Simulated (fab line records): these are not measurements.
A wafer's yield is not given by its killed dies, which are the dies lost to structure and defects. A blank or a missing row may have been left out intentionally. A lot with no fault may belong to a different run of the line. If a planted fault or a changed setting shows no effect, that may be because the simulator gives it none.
fab line records	flow sky130
record: lots: 7	wafers: 21	last-day: 50
route steps=708 shown METAL1@446 VIA1@458 PAD_OPEN@708
lots that met no fault: from a run of the same line without faults
start-h: hours from the record's opening day to when the first of the lot's shown wafers began	wait-h: hours since the lot's step before	" unchanged from the row above	L1.1+2: one row covering several wafers at once	- no value present, or no start provided	* or withheld: withheld	< > ~ a bound
route shown NAME@n: NAME is a module with steps in the file, n the number in the route of the first one	usual: mean/standard deviation of fault-free wafers	same: alike in all rows	chamber/n: place in a boat	sites: per-site readings	_std_site: how widely they spread, as a standard deviation	_edge_site: inner sites' mean taken away from outer sites' mean	radius-mm: for every site, how far away it sits from the centre of the wafer	mask NAME#n: copy n	behind: the tool/chamber that last shaped the wafer	hold: why the lot went on hold/how many hours it stayed there/how the hold came to an end	device: names the non-switching transistor (n, p or np)	end of line: at the end of the route, the tests of the same wafers	a step given without rows: its recipe and nothing more	killed: count of dies lost to structure and defects at first sort (not the wafer's yield)	map: per-die view of a wafer (x killed, . not killed, _ where there is no die)
set.NAME: the setting as run; set.NAME@STEP: as run at that earlier step	model.NAME: the simulator's own value behind a step, which no gauge read
lots at some steps of the route; a table a step, a row a wafer
services: a tool's chamber out of use, with start hour (start-h, from the record's first day; less than 0 if before it), hours out, and reason
== steps ==
step: SKY_METAL1_EXPOSE_12
recipe: mask-id: MM1	na: 0.8	source-shape: annular	sigma-inner: 0.55	sigma-outer: 0.85	target-cd-nm: 140	dose-mj: 28
step: SKY_METAL1_PEB_13
recipe: peb-temp-c: withheld	peb-time-s: withheld	resist: KrF-thick
step: SKY_METAL1_DEVELOP_14
recipe: develop-time-s: 60	resist: KrF-thick	dev-temp-c: 21
step: SKY_METAL1_CD_MEAS_15
recipe: target-cd-nm: 140
usual: cd-nm: 140.1/1.6
lot.wafer	tool	chamber	start-h	wait-h	cd-nm
L435.2	cd-sem-01	-	803.43	-	138.8
L435.3	"	-	"	"	139.4
L435.4	"	-	"	"	139.3
L437.2	cd-sem-02	-	834.64	-	140.5
L437.3	"	-	"	"	139.6
L437.4	"	-	"	"	140.2
L440.2	cd-sem-01	-	856.68	-	140.6
L440.4	"	-	"	"	141.2
L440.5	"	-	"	"	139.2
L441.1	cd-sem-01	-	862.21	-	140.5
L441.4	"	-	"	"	140.2
L441.5	"	-	"	"	138.0
L442.1	cd-sem-01	-	864.89	-	142.4
L442.5	"	-	"	"	142.4
L442.6	"	-	"	"	142.7
L447.1	cd-sem-01	-	904.01	-	141.0
L447.2	"	-	"	"	140.2
L447.6	"	-	"	"	140.0
L451.1	cd-sem-02	-	929.94	-	142.2
L451.2	"	-	"	"	140.1
L451.3	"	-	"	"	140.9
step: SKY_METAL1_OVL_MEAS_16
usual: METAL1_OVL: -2/5.8
lot.wafer	tool	chamber	start-h	wait-h	METAL1_OVL[nm]
L435.2	overlay-02	-	803.54	0.1	-5
L435.3	"	-	"	"	-3
L435.4	"	-	"	"	-7
L437.2	overlay-02	-	834.74	0.1	0
L437.3	"	-	"	"	1
L437.4	"	-	"	"	3
L440.2	overlay-02	-	856.79	0.1	0
L440.4	"	-	"	"	-1
L440.5	"	-	"	"	-1
L441.1	overlay-02	-	862.33	0.1	9
L441.4	"	-	"	"	6
L441.5	"	-	"	"	11
L442.1	overlay-01	-	865.01	0.1	-4
L442.5	"	-	"	"	-9
L442.6	"	-	"	"	-4
L447.1	overlay-01	-	904.13	0.1	-2
L447.2	"	-	"	"	-6
L447.6	"	-	"	"	-11
L451.1	overlay-02	-	930.06	0.1	-3
L451.2	"	-	"	"	5
L451.3	"	-	"	"	-2
step: SKY_METAL1_DESCUM_17
recipe: chemistry: O2	source-power-w: 150	bias-power-w: 0	pressure-mtorr: 10	temp-c: 40	time-s: 8
usual: drypump-motor-current-A: 6.0/0.4	he-backside-leak-sccm: 3.35/0.22	oes-product-au: 0.997/0.01
same: time-s: 8
lot.wafer	tool	chamber	start-h	wait-h	drypump-motor-current-A	he-backside-leak-sccm	oes-product-au	rf-hours-counter-h
L435.2	rie-metal-02	1	803.57	0.0	6.3	3.64	0.999	4
L435.3	"	1	"	"	6.3	3.55	0.985	-
L435.4	"	0	"	"	6.2	3.05	1.005	-
L437.2	rie-metal-03	0	834.77	0.0	5.7	3.32	1.007	13
L437.3	"	1	"	"	5.0	3.34	0.995	-
L437.4	"	0	"	"	5.6	3.23	1.023	-
L440.2	rie-metal-02	1	856.82	0.0	6.3	3.37	1.008	6
L440.4	"	1	"	"	6.3	3.58	1.003	-
L440.5	"	0	"	"	6.2	3.11	1.001	-
L441.1	rie-metal-04	1	862.37	0.0	6.1	3.08	0.981	8
L441.4	"	0	"	"	6.1	3.49	1.000	-
L441.5	"	0	"	"	6.1	3.45	0.996	-
L442.1	rie-metal-04	0	865.04	0.0	6.1	3.43	1.001	12
L442.5	"	0	"	"	6.1	3.29	1.003	-
L442.6	"	1	"	"	6.1	3.35	0.979	-
L447.1	rie-metal-03	0	904.17	0.0	5.7	3.43	1.008	15
L447.2	"	1	"	"	5.0	3.14	0.985	6
L447.6	"	1	"	"	5.0	3.27	0.988	-
L451.1	rie-metal-02	1	930.09	0.0	6.3	3.69	0.992	10
L451.2	"	0	"	"	6.2	3.03	1.008	12
L451.3	"	1	"	"	6.3	3.57	0.996	-
step: SKY_METAL1_ETCH_18
recipe: chemistry: N2/H2	target: BARC	ion-energy-ev: 200	bias-w: 100	pressure-mtorr: 30	n2-flow-sccm: 100	h2-flow-sccm: 200	icp-w: 500	stop-on: SiO2	time-s: 45.9	target-depth-a: 600
usual: drypump-motor-current-A: 6.0/0.4	he-backside-leak-sccm: 3.34/0.21	oes-product-au: 0.855/0.0047	throttle-valve-pct: 13.225/0.0091
same: time-s: 45.9
lot.wafer	tool	chamber	start-h	wait-h	drypump-motor-current-A	he-backside-leak-sccm	oes-product-au	rf-hours-counter-h	throttle-valve-pct
L435.2	rie-metal-02	1	803.60	0.0	6.3	3.83	0.846	4	13.232
L435.3	"	1	"	"	6.3	3.50	0.849	-	13.236
L435.4	"	0	"	"	6.2	3.16	0.850	-	13.219
L437.2	rie-metal-03	0	834.80	0.0	5.7	3.48	0.853	13	13.234
L437.3	"	1	"	"	5.0	3.19	0.855	-	13.226
L437.4	"	0	"	"	5.7	3.58	0.848	-	13.197
L440.2	rie-metal-02	1	856.85	0.0	6.4	3.64	0.853	6	13.229
L440.4	"	1	"	"	6.3	3.59	0.854	-	13.233
L440.5	"	0	"	"	6.2	3.10	0.858	-	13.210
L441.1	rie-metal-04	1	862.40	0.0	6.1	3.54	0.855	8	13.221
L441.4	"	0	"	"	6.1	3.36	0.856	-	13.223
L441.5	"	0	"	"	6.1	3.35	0.853	-	13.224
L442.1	rie-metal-04	0	865.07	0.0	6.1	3.42	0.857	12	13.225
L442.5	"	0	"	"	6.1	3.49	0.864	-	13.230
L442.6	"	1	"	"	6.1	3.31	0.857	-	13.220
L447.1	rie-metal-03	0	904.20	0.0	5.7	3.49	0.849	15	13.229
L447.2	"	1	"	"	5.1	3.12	0.849	6	13.213
L447.6	"	1	"	"	5.1	2.99	0.856	-	13.216
L451.1	rie-metal-02	1	930.12	0.0	6.3	3.59	0.845	10	13.215
L451.2	"	0	"	"	6.2	3.02	0.846	12	13.212
L451.3	"	1	"	"	6.4	3.84	0.853	-	13.230
step: SKY_METAL1_METAL_ETCH_19
recipe: target-depth-a: 3600	stop-on: SiO2	over-etch-frac: 0.3	time-s: 78	chemistry: Cl2/BCl3	resist-sidewall-deg: 88	pressure-mtorr: 10	icp-w: 900	bias-w: 48.5	Cl2_flow_sccm: 60	bcl3-flow-sccm: 30
usual: drypump-motor-current-A: 6.0/0.4	he-backside-leak-sccm: 3.36/0.22	oes-product-au: 0.854/0.0062	throttle-valve-pct: 22.265/0.0086
same: time-s: 78
lot.wafer	tool	chamber	start-h	wait-h	drypump-motor-current-A	he-backside-leak-sccm	oes-product-au	rf-hours-counter-h	throttle-valve-pct
L435.2	rie-metal-02	1	803.66	0.0	6.3	3.41	0.851	4	22.262
L435.3	"	1	"	"	6.3	3.53	0.848	-	22.255
L435.4	"	0	"	"	6.1	3.10	0.859	-	22.256
L437.2	rie-metal-03	0	834.87	0.0	5.6	3.39	0.859	13	22.261
L437.3	"	1	"	"	5.0	3.03	0.861	-	22.266
L437.4	"	0	"	"	5.7	3.60	0.859	-	22.262
L440.2	rie-metal-02	1	856.91	0.0	6.4	3.76	0.845	6	22.264
L440.4	"	1	"	"	6.4	3.83	0.854	-	22.261
L440.5	"	0	"	"	6.2	3.12	0.854	-	22.258
L441.1	rie-metal-04	1	862.46	0.0	6.1	3.30	0.850	8	22.272
L441.4	"	0	"	"	6.1	3.27	0.853	-	22.295
L441.5	"	0	"	"	6.1	3.37	0.860	-	22.269
L442.1	rie-metal-04	0	865.14	0.0	6.2	3.30	0.855	12	22.259
L442.5	"	0	"	"	6.1	3.38	0.854	-	22.259
L442.6	"	1	"	"	6.1	3.64	0.859	-	22.265
L447.1	rie-metal-03	0	904.26	0.0	5.7	3.30	0.861	16	22.280
L447.2	"	1	"	"	5.0	3.07	0.857	6	22.255
L447.6	"	1	"	"	5.1	3.08	0.863	-	22.258
L451.1	rie-metal-02	1	930.19	0.0	6.3	3.73	0.864	10	22.270
L451.2	"	0	"	"	6.2	3.12	0.861	12	22.260
L451.3	"	1	"	"	6.3	3.65	0.860	-	22.270
step: SKY_METAL1_STRIP_20
recipe: chemistry: O2/N2	power-w: 1400	pressure-mtorr: 1500	platen-temp-c: withheld	o2-flow-sccm: 3000	n2-flow-sccm: 300	overash-fraction: 0.5
usual: drypump-motor-current-A: 5.9/0.4	oes-product-au: 0.344/0.0053	strip-time-to-endpoint-s: 2.72/0.046
same: overash-fraction: 0.5
lot.wafer	tool	chamber	start-h	wait-h	drypump-motor-current-A	oes-product-au	rf-hours-counter-h	strip-time-to-endpoint-s
L435.2	plasma-asher-04	0	803.75	0.1	5.3	0.346	37	2.72
L435.3	"	1	"	"	6.0	0.346	-	2.74
L435.4	"	0	"	"	5.3	0.337	-	2.66
L437.2	plasma-asher-03	0	834.96	0.1	5.5	0.339	104	2.65
L437.3	"	1	"	"	5.9	0.338	-	2.74
L437.4	"	0	"	"	5.5	0.340	-	2.62
L440.2	plasma-asher-03	0	857.00	0.1	5.5	0.352	106	2.74
L440.4	"	1	"	"	5.9	0.348	-	2.72
L440.5	"	1	"	"	5.9	0.347	-	2.70
L441.1	plasma-asher-01	1	862.55	0.1	6.5	0.350	74	2.77
L441.4	"	0	"	"	6.3	0.348	-	2.69
L441.5	"	0	"	"	6.3	0.341	-	2.65
L442.1	plasma-asher-04	0	865.23	0.1	5.3	0.347	44	2.70
L442.5	"	0	"	"	5.3	0.334	-	2.71
L442.6	"	1	"	"	6.0	0.340	-	2.78
L447.1	plasma-asher-01	1	904.35	0.1	6.5	0.339	77	2.68
L447.2	"	0	"	"	6.2	0.342	77	2.78
L447.6	"	0	"	"	6.2	0.346	-	2.80
L451.1	plasma-asher-01	0	930.28	0.1	6.2	0.351	80	2.73
L451.2	"	1	"	"	6.5	0.349	80	2.69
L451.3	"	1	"	"	6.5	0.334	-	2.68
step: SKY_METAL1_STRIP_21
recipe: chemistry: post-etch-residue-remover	time-s: 1200	temp-c: 72.5
step: SKY_METAL1_CLEAN_22
recipe: chemistry: IPA	time-s: 180	temp-c: 25
step: SKY_METAL1_CLEAN_23
recipe: chemistry: O3/DIW	dry: n2-spin
step: SKY_VIA1_HDPCVD_00
recipe: material: SiO2	target-thk-nm: 1030	sigma-open-frac: 0.3	time-s: 171.7	temp-c: 400	sih4-flow-sccm: 60	pressure-mtorr: 6
usual: sih4-flow-sccm: 59.98/0.18
same: time-s: 171.7
lot.wafer	tool	chamber	start-h	wait-h	sih4-flow-sccm	model.SiO2_of_VIA1_HDPCVD_00.thk-nm
L435.2	hdpcvd-02	1	804.35	0.0	60.03	1033
L435.3	"	2	"	"	59.92	1034
L435.4	"	0	"	"	60.24	1041
L437.2	hdpcvd-01	0	835.55	0.0	60.05	1014
L437.3	"	1	"	"	59.80	1011
L437.4	"	0	"	"	59.95	1006
L440.2	hdpcvd-01	2	857.72	0.0	60.31	1039
L440.4	"	0	"	"	48.05	829
L440.5	"	1	"	"	60.17	1015
L441.1	hdpcvd-01	1	863.58	0.0	59.81	1003
L441.4	"	1	"	"	59.96	1010
L441.5	"	0	"	"	47.81	804.1
L442.1	hdpcvd-01	2	865.82	0.0	60.36	1021
L442.5	"	0	"	"	48.02	804.6
L442.6	"	2	"	"	60.53	1018
L447.1	hdpcvd-02	1	904.95	0.0	59.78	1032
L447.2	"	2	"	"	60.07	1033
L447.6	"	0	"	"	59.99	1040
L451.1	hdpcvd-01	2	930.88	0.0	60.23	1048
L451.2	"	1	"	"	59.92	1032
L451.3	"	0	"	"	59.63	1050
step: SKY_VIA1_THK_MEAS_01
recipe: reads: SiO2_of_VIA1_HDPCVD_00
usual: VIA1_HDPCVD_THK: 1027/12
lot.wafer	tool	chamber	start-h	wait-h	VIA1_HDPCVD_THK[nm]
L435.2	film-metro-01	-	804.47	0.1	1032
L435.3	"	-	"	"	1034
L435.4	"	-	"	"	1041
L437.2	film-metro-02	-	835.68	0.1	1014
L437.3	"	-	"	"	1011
L437.4	"	-	"	"	1007
L440.2	film-metro-02	-	857.84	0.1	1039
L440.4	"	-	"	"	829
L440.5	"	-	"	"	1015
L441.1	film-metro-02	-	863.69	0.1	1004
L441.4	"	-	"	"	1010
L441.5	"	-	"	"	804
L442.1	film-metro-02	-	865.93	0.1	1021
L442.5	"	-	"	"	804
L442.6	"	-	"	"	1018
L447.1	film-metro-04	-	905.06	0.1	1032
L447.2	"	-	"	"	1032
L447.6	"	-	"	"	1040
L451.1	film-metro-02	-	930.99	0.1	1047
L451.2	"	-	"	"	1031
L451.3	"	-	"	"	1050
step: SKY_VIA1_CMP_02
recipe: material: SiO2	down-force-psi: 4	platen-rpm: 60	pad-velocity-m-s: 0.94248
usual: motor-current-A: 11.9/1.6
lot.wafer	tool	chamber	start-h	wait-h	motor-current-A
L435.3	cmp-02	1	804.52	0.0	12.1
L435.4	"	2	"	"	14.2
L435.2	"	3	"	"	11.2
L437.3	cmp-02	1	835.73	0.0	12.2
L437.2	"	2	"	"	13.8
L437.4	"	0	"	"	10.3
L440.2	cmp-01	2	857.89	0.0	14.1
L440.4	"	3	"	"	11.1
L440.5	"	2	"	"	13.7
L441.4	cmp-02	3	863.85	0.1	10.8
L441.1	"	0	"	"	10.0
L441.5	"	1	"	"	12.7
L442.1	cmp-02	3	866.04	0.1	10.1
L442.6	"	2	"	"	13.9
L442.5	"	3	"	"	10.5
L447.2	cmp-01	3	905.17	0.1	10.9
L447.1	"	0	"	"	9.9
L447.6	"	3	"	"	10.9
L451.1	cmp-02	2	931.05	0.1	14.4
L451.2	"	0	"	"	10.6
L451.3	"	1	"	"	11.5
step: SKY_PAD_OPEN_PROBE_99
usual: defect-limited-yield: 82.5/2	killed_at_M0_to_M3: 42/6.6	killed_at_M4_up: 3.1/1.9	killed-at-contacts: 25/5.7	killed-at-front-end: 16/5	killed-at-other: 0.2/0.38	killed-dies: 86/9.6	killed-on-rim: 16/4	killed-open: 47/7.2	killed-short: 39/6.2	sort_bin_3_pad_short: 0.9/0.44	sort_bin_5_function: 10.3/1.5	sort_bin_6_memory: 6.2/1.1	sort-n-pass: 406/9.6	sort-yield-pct: 82.5/2
same: gross-dies: 492	killed-at-back-side: 0	sort_bin_4_leakage[%]: 0	sort_bin_8_speed[%]: 0
lot.wafer	tool	chamber	start-h	wait-h	defect-limited-yield[%]	killed_at_M0_to_M3	killed_at_M4_up	killed-at-contacts	killed-at-front-end	killed-at-other	killed-dies	killed-on-rim	killed-open	killed-short	sort_bin_3_pad_short[%]	sort_bin_5_function[%]	sort_bin_6_memory[%]	sort-n-pass	sort-yield-pct[%]
L435.2	prober-01	-	1105.55	0.1	85.6	42	2	19	8	0	71	13	35	36	0.4	9.8	4.3	421	85.6
L435.3	prober-01	-	1105.60	0.2	84.3	44	2	19	12	0	77	13	46	31	0.4	9.1	6.1	415	84.3
L435.4	prober-01	-	1105.65	0.2	83.9	45	4	22	8	0	79	14	41	38	0.4	8.5	7.1	413	83.9
L440.2	prober-02	-	1147.73	0.1	81.5	38	2	42	9	0	91	22	48	43	0.8	11.6	6.1	401	81.5
L440.4	prober-02	-	1147.83	0.2	85.0	33	1	21	19	0	74	14	44	30	0.6	9.1	5.3	418	85.0
L440.5	prober-02	-	1147.88	0.2	80.9	52	2	26	14	0	94	12	55	39	0.6	12.0	6.5	398	80.9
L447.1	prober-01	-	1178.66	0.1	84.3	38	5	20	14	0	77	15	47	30	0.6	8.1	6.9	415	84.3
L447.2	prober-01	-	1178.71	0.1	83.3	38	1	28	15	0	82	16	44	38	0.8	10.6	5.3	410	83.3
L447.6	prober-01	-	1178.91	0.2	82.7	42	3	19	20	1	85	15	46	39	1.0	10.6	5.7	407	82.7
L451.1	prober-01	-	1195.50	0.1	84.6	45	2	18	11	0	76	13	35	41	0.2	11.2	4.1	416	84.6
L451.2	prober-01	-	1195.55	0.1	83.5	45	5	19	12	0	81	19	46	35	0.2	11.0	5.3	411	83.5
L451.3	prober-01	-	1195.60	0.2	81.1	48	4	21	20	0	93	18	41	52	1.6	11.4	5.9	399	81.1
killed by level:class
L435.2 VIA3:geometric-particle:open=8 LI_CONTACT:geometric-particle:open=7 VIA1:geometric-particle:open=7 VIA1:geometric-particle:short=6 VIA2:geometric-particle:open=5 METAL1:geometric-particle:short=5 LI_CONTACT:geometric-particle:short=4 LOCAL_INTERCONNECT:geometric-particle:short=4
L435.3 VIA1:geometric-particle:open=13 VIA2:geometric-particle:open=10 CONTACT:geometric-particle:open=7 FIELD_ISO:geometric-particle:open=6 LOCAL_INTERCONNECT:geometric-particle:short=5 METAL1:geometric-particle:short=5 LI_CONTACT:geometric-particle:open=4 VIA2:geometric-particle:short=4
L435.4 VIA1:geometric-particle:open=11 METAL2:geometric-particle:short=8 CONTACT:geometric-particle:short=7 VIA2:geometric-particle:open=6 CONTACT:geometric-particle:open=5 METAL1:geometric-particle:short=4 LI_CONTACT:geometric-particle:open=4 VIA1:geometric-particle:short=4
L440.2 CONTACT:geometric-particle:open=12 CONTACT:geometric-particle:short=9 LI_CONTACT:geometric-particle:open=8 VIA1:geometric-particle:open=8 METAL1:geometric-particle:short=7 LI_CONTACT:geometric-particle:short=6 VIA2:geometric-particle:open=6 FIELD_ISO:geometric-particle:short=5
L440.4 FIELD_ISO:geometric-particle:open=9 CONTACT:geometric-particle:open=9 LI_CONTACT:geometric-particle:open=6 METAL2:geometric-particle:short=6 VIA1:geometric-particle:short=6 VIA3:geometric-particle:open=5 VIA2:geometric-particle:open=5 CONTACT:geometric-particle:short=3
L440.5 CONTACT:geometric-particle:open=10 VIA1:geometric-particle:open=10 VIA2:geometric-particle:open=8 LI_CONTACT:geometric-particle:open=7 VIA3:geometric-particle:open=7 CONTACT:geometric-particle:short=5 METAL1:geometric-particle:short=5 METAL2:geometric-particle:short=5
L447.1 CONTACT:geometric-particle:open=14 VIA1:geometric-particle:open=10 VIA2:geometric-particle:open=6 VIA1:geometric-particle:short=5 VIA3:geometric-particle:open=4 FIELD_ISO:geometric-particle:open=3 FIELD_ISO:geometric-particle:short=3 METAL4:geometric-particle:short=3
L447.2 VIA1:geometric-particle:open=10 CONTACT:geometric-particle:short=8 VIA3:geometric-particle:open=8 CONTACT:geometric-particle:open=7 LI_CONTACT:geometric-particle:open=6 LOCAL_INTERCONNECT:geometric-particle:short=6 FIELD_ISO:geometric-particle:short=5 METAL1:geometric-particle:short=5
L447.6 VIA1:geometric-particle:open=9 METAL2:geometric-particle:short=7 LI_CONTACT:geometric-particle:open=6 CONTACT:geometric-particle:open=6 POLY_GATE:geometric-particle:open=5 METAL1:geometric-particle:open=5 FIELD_ISO:geometric-particle:open=4 POLY_GATE:geometric-particle:short=4
L451.1 METAL1:geometric-particle:short=10 VIA2:geometric-particle:open=9 CONTACT:geometric-particle:open=8 VIA1:geometric-particle:open=7 FIELD_ISO:geometric-particle:short=5 CONTACT:geometric-particle:short=4 METAL2:geometric-particle:short=4 VIA2:geometric-particle:short=4
L451.2 VIA3:geometric-particle:open=10 VIA2:geometric-particle:open=9 LI_CONTACT:geometric-particle:open=7 VIA1:geometric-particle:open=7 CONTACT:geometric-particle:open=5 VIA1:geometric-particle:short=5 FIELD_ISO:geometric-particle:short=4 METAL2:geometric-particle:short=4
L451.3 VIA1:geometric-particle:open=13 METAL2:geometric-particle:short=9 FIELD_ISO:geometric-particle:short=6 POLY_GATE:geometric-particle:short=6 CONTACT:geometric-particle:open=6 METAL1:geometric-particle:short=6 VIA2:geometric-particle:short=6 LOCAL_INTERCONNECT:geometric-particle:short=5
== services ==
tool	chamber	start-h	hours	kind
rie-metal-02	-	781.20	1.4	pm
plasma-asher-03	-	789.14	1.6	repair
cmp-01	-	799.99	0.9	repair
plasma-asher-04	-	849.97	2.8	pm
plasma-asher-01	-	862.99	14.6	pm
hdpcvd-01	-	866.40	14.6	pm
hdpcvd-01	-	885.19	8.7	repair
cmp-02	-	887.97	0.3	repair
cmp-02	-	911.49	7.9	pm
cmp-01	-	912.00	4.0	pm
cmp-01	-	916.00	-	consumable-replace:conditioner
cmp-01	-	916.00	-	consumable-replace:pad
== key ==
first-sign: step: SKY_VIA1_HDPCVD_00	reading: sih4-flow-sccm	direction: down	sigmas: 66	usual: 59.98	struck: 47.96
effect: step: SKY_VIA1_THK_MEAS_01	reading: VIA1_HDPCVD_THK	direction: down	sigmas: 19	usual: 1027	struck: 812
model-effect: step: SKY_VIA1_HDPCVD_00	value: SiO2_of_VIA1_HDPCVD_00.thk-nm	without: 1019	struck: 812.6
met-at SKY_VIA1_HDPCVD_00
struck-wafers L440.4,L441.5,L442.5
onset-between 835.55 857.72
fault: kind: process-parameter-drift	tool: hdpcvd-01	chamber: 0	onset-h: 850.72	steps: SKY_VIA1_HDPCVD_00	channel: sih4-flow-sccm	offset: -12	shape: step	end-h: 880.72	acts-in: these-recipes-only	stated: 60
